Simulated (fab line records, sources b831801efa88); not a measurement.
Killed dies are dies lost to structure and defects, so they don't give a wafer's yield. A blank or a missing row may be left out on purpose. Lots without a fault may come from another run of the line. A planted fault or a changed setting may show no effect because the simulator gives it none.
Which tool did it? | flow sky130 | 6 lots, 18 wafers sampled, at 1 step of a route of 708

WHAT THE GAUGES READ, wafer by wafer
SKY_POLY_GATE_THK_MEAS_21.
lot  | measured     | on            | POLY_GATE_OXIDATION_THK (nm)
L115 | day 17 15:17 | film_metro-04 | 3.96 3.94 3.88
L117 | day 18 08:21 | film_metro-02 | 4.07 4.03 4.03
L119 | day 19 11:19 | film_metro-03 | 3.98 4.05 3.97
L123 | day 20 14:06 | film_metro-04 | 3.99 4.01 4.08
L126 | day 21 15:26 | film_metro-02 | 4.06 3.98 3.93
L137 | day 24 19:25 | film_metro-02 | 3.99 4.07 3.90

WHICH TOOL RAN EACH LOT (tool, then ch and the chambers of the sampled wafers, then the start)
The record holds no process step before these readings.

THE ANSWER, worked out from the rows above alone
Rule: what is usual is taken from the lots themselves. Put in order of their means at a reading, lots are off if they are a third of the lots or fewer, leave a main group of 4 or more, and stand apart from it by a gap of 3 or more times the standard deviation of the main group's means; of several such gaps the widest counts. A main group whose means are all the same, to the digits that the tables above print for the reading, isn't used. A lot without any number at a reading at which 4 lots or more have one is off too. The other lots that the step has rows for count as sound.
No lot is off at any reading shown: from this, nothing can be told.

WHAT THE SIMULATOR HAD PUT IN
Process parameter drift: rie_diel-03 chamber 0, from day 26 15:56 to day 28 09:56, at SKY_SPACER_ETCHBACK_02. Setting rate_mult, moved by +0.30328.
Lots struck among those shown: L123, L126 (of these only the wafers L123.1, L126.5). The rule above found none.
